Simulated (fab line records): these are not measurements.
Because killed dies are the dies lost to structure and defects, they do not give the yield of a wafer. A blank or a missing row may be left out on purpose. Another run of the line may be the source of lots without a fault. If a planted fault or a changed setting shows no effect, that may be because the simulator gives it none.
Problem report, 8D (eight disciplines) form, completed by code :: flow sky130 :: the parts of the form that need people (team, actions taken, sign-off) are left out

## 1. THE PROBLEM
Mean SD_N_RS at SKY_SD_N_RS_MEAS_16: 71.08 ohm/sq over 5 wafers in 2 lots; fault-free wafers: 68.56 ohm/sq, standard deviation 0.11. Measured from the usual mean, that is +23 standard deviations.
The step: measures by four-point-probe.
The first sign was on wafer L222.3 at day 30 13:04, on film_metro-01. The record has a number at this step for 32 wafers belonging to 11 lots. The rule behind "out" and "out of limits": a value lying over 4 standard deviations away from the usual mean. The other wafers with a number count as sound.

## 2. WHAT THIS IS AND IS NOT
question: which readings at this step
is: SD_N_RS
is not: -

question: which lots
is: L222, L225
is not: L220, L221, L227, L228, L230, L232, L235, L237, L238

question: which wafers of those lots
is: all that have a number
is not: -

question: read on which gauges
is: film_metro-01
is not: film_metro-03, film_metro-04

question: when
is: from day 30 13:04
is not: up to then (6 sound wafers); but 21 sound wafers of L227, L228, L230, L232, L235, L237, L238 came after

## 3. WHAT RULES OUT EACH SUSPECT
Counting: a tool at a process step up to the reading stays a suspect if it ran every lot that is out and no sound lot after the first of them.
- the gauge at SKY_SD_N_RS_MEAS_16 is ruled out. All the wafers that are out were read on film_metro-01, but those of them that SKY_SD_N_IMPLANT_09 has rows for are out there too, on other tools.
- plasma_asher-01 at SKY_LDD_HVN_STRIP_09 (strips in O2/N2): ruled out as a lasting fault. Sound lots L237 ran on it after its first lot that is out, L222 (day 23 01:55).
- implanter-01 at SKY_SD_N_IMPLANT_09: kept. All lots that are out passed through it, beginning with L222 at day 30 12:24, and no sound lot followed; its final sound lot before that point was L221 at day 29 14:28. Its own faraday_current_uA readings are out on those wafers.
After counting, what remains is implanter-01 at SKY_SD_N_IMPLANT_09.

## 4. THE CAUSE (what the simulator had put in)
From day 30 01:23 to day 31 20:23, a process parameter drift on implanter-01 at SKY_SD_N_IMPLANT_09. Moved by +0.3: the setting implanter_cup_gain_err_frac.
Counting left only this tool.

## 5. THE CHAIN OF EFFECTS, in route order
One row per reading whose mean, taken over the struck wafers that have a number, lies over 3 standard deviations from the usual. Only readings for which the record gives a usual standard deviation are gone through. hours: the time from each lot's start at the first step in this table that gives one to its start at this step, as a median over the lots. sigmas: the change in usual standard deviations.
hours: 0
step: SKY_SD_N_IMPLANT_09
reading: faraday_current_uA
usual: 13016
on struck wafers: 19589
change: +6573
sigmas: +4.4

hours: 0
step: SKY_SD_N_STRIP_11
reading: oes_product_au
usual: 0.528 a.u.
on struck wafers: 0.544
change: +0.016
sigmas: +3.3

hours: 0
step: SKY_SD_N_STRIP_11
reading: strip_time_to_endpoint_s
usual: 22.55 s
on struck wafers: 21.61
change: -0.94
sigmas: -23

hours: 1
step: SKY_SD_N_RS_MEAS_16
reading: SD_N_RS
usual: 68.56 ohm/sq
on struck wafers: 71.08
change: +2.52
sigmas: +23
Here are the process steps it includes:
- SKY_SD_N_IMPLANT_09
- SKY_SD_N_STRIP_11: strips in O2/N2.
Later steps that measure or inspect, where all struck wafers having a row at the step show a number for every such reading and not one has moved that far: SKY_LI_CONTACT_THK_MEAS_01.

## 6. HOW IT WOULD HAVE BEEN CAUGHT EARLIER
In this record the first reading out of limits at a measuring or inspecting step was taken at day 30 13:04, 12 hours after the fault began at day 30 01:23.
The tool's own readings at SKY_SD_N_IMPLANT_09 were out on every struck wafer that the step has a row for (faraday_current_uA): an alarm limit on them would have fired on the first of those.
L225, from the lots that are out (2), started SKY_SD_N_IMPLANT_09 on implanter-01 later than day 30 13:04. A tool hold placed at that time would have kept it from harm.
